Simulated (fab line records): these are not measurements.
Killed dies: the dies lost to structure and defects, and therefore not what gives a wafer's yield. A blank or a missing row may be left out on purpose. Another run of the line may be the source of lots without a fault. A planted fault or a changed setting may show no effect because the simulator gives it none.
Matching of chambers | flow sky130 | SKY_VIA4_ETCH_12 on rieDiel-03: 4 sister chambers
The step etches SiO2 in C4F8/O2/Ar, stops on TiN, target depth 580 nm. 16 wafers are shown with their chamber, then 8 later ones without.

## WAFERS, EACH WITH ITS CHAMBER
wafer  | chamber | oesProductAu (a.u.)
L074.2 | 2       | 0.921
L074.4 | 1       | 0.930
L074.5 | 1       | 0.917
L076.1 | 2       | 0.925
L076.2 | 3       | 0.917
L076.6 | 0       | 0.925
L079.1 | 1       | 0.921
L079.2 | 2       | 0.920
L079.5 | 0       | 0.927
L081.2 | 0       | 0.927
L081.5 | 3       | 0.931
L081.6 | 2       | 0.923
L084.3 | 0       | 0.927
L084.4 | 1       | 0.927
L084.5 | 2       | 0.928
L091.2 | 3       | 0.920

SIGNATURES, as means of the wafers listed above
reading      | chamber 0 | chamber 1 | chamber 2 | chamber 3 | scatter within a chamber
oesProductAu | 0.92650   | 0.92375   | 0.92340   | 0.92267   | 0.00462
Rule: distance of a wafer from a chamber = root of the sum over the readings of ((wafer's reading minus chamber's mean) / reading's scatter) squared. If the next closest chamber is less than 2 further off than the closest, the wafer can't be placed; otherwise it belongs to the closest. The scatter: take each reading less its chamber's mean, square it, sum over the shown wafers, divide by the number of wafers less the number of chambers, and take the root.

## WAFERS WITHOUT THEIR CHAMBER
wafer  | oesProductAu (a.u.)
L091.4 | 0.926
L091.6 | 0.926
L092.1 | 0.931
L092.4 | 0.924
L092.5 | 0.922
L097.1 | 0.922
L097.4 | 0.922
L097.6 | 0.933

## THE CHAMBER EACH PASSED THROUGH
wafer  | from the rows above               | in truth
L091.4 | can't be placed: 0 or 1 or 2 or 3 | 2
L091.6 | can't be placed: 0 or 1 or 2 or 3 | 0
L092.1 | can't be placed: 0 or 1 or 2 or 3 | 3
L092.4 | can't be placed: 1 or 2 or 3 or 0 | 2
L092.5 | can't be placed: 3 or 2 or 1 or 0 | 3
L097.1 | can't be placed: 3 or 2 or 1 or 0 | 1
L097.4 | can't be placed: 3 or 2 or 1 or 0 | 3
L097.6 | can't be placed: 0 or 1 or 2 or 3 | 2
Correct placement for 0 of the 8. These rows do not allow placing 8 (true chamber among the candidates in 8). Placed wrongly: 0.
